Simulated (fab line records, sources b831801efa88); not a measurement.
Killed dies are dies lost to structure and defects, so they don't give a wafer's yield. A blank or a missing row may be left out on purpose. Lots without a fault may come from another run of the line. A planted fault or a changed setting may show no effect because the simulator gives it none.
Which tool did it? | flow sky130 | 11 lots, 33 wafers sampled, at 2 steps of a route of 708

WHAT THE GAUGES READ, wafer by wafer
SKY_SD_N_RS_MEAS_16: measures by four-point-probe.
lot  | measured     | on            | SD_N_RS (ohm/sq)
L452 | day 28 08:43 | film_metro-03 | 68.54 68.38 68.77
L453 | day 28 10:19 | film_metro-04 | 68.72 68.69 68.73
L454 | day 28 15:06 | film_metro-04 | 68.63 68.49 68.47
L459 | day 30 12:23 | film_metro-04 | 68.49 68.59 68.56
L461 | day 31 02:43 | film_metro-03 | 68.70 68.65 68.65
L464 | day 32 12:56 | film_metro-03 | 68.59 68.58 68.55
L465 | day 32 15:11 | film_metro-02 | 71.29 71.22 71.20
L466 | day 33 01:51 | film_metro-03 | 68.57 68.59 68.64
L467 | day 33 04:31 | film_metro-04 | 71.41 71.31 71.44
L472 | day 34 07:29 | film_metro-04 | 68.61 68.62 68.66
L474 | day 35 00:51 | film_metro-02 | 68.54 68.60 68.65

WHICH TOOL RAN EACH LOT (tool, then ch and the chambers of the sampled wafers, then the start)
lot  | SKY_SD_N_RTA_14
L452 | rtp_anneal-01 ch 0, day 28 08:32
L453 | rtp_anneal-02 ch 0, day 28 10:08
L454 | rtp_anneal-01 ch 0, day 28 14:53
L459 | rtp_anneal-02 ch 0, day 30 12:13
L461 | rtp_anneal-01 ch 0, day 31 02:30
L464 | rtp_anneal-02 ch 0, day 32 12:45
L465 | rtp_anneal-01 ch 0, day 32 15:00
L466 | rtp_anneal-02 ch 0, day 33 01:40
L467 | rtp_anneal-01 ch 0, day 33 04:20
L472 | rtp_anneal-02 ch 0, day 34 07:19
L474 | rtp_anneal-02 ch 0, day 35 00:41
- SKY_SD_N_RTA_14: time 2 s.

THE ANSWER, worked out from the rows above alone
Rule: what is usual is taken from the lots themselves. Put in order of their means at a reading, lots are off if they are a third of the lots or fewer, leave a main group of 4 or more, and stand apart from it by a gap of 3 or more times the standard deviation of the main group's means; of several such gaps the widest counts. A main group whose means are all the same, to the digits that the tables above print for the reading, isn't used. A lot without any number at a reading at which 4 lots or more have one is off too. The other lots that the step has rows for count as sound.
Off: L465, L467, at SKY_SD_N_RS_MEAS_16 (SD_N_RS). The main group: mean 68.60 ohm/sq, standard deviation 0.056.
A tool fits if, at a process step before that reading, it ran every lot that is off, and no sound lot after the first of them. The gauges at SKY_SD_N_RS_MEAS_16 are tried like those tools. One fits: rtp_anneal-01 at SKY_SD_N_RTA_14. Its last sound lot is L461 (day 31 02:30), its first lot that is off L465 (day 32 15:00): a fault that began between those two fits.

WHAT THE SIMULATOR HAD PUT IN
Process parameter drift: rtp_anneal-01, from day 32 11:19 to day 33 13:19, at SKY_SD_N_RTA_14. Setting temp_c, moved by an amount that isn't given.
Lots struck among those shown: L465, L467. The rule above found the same.
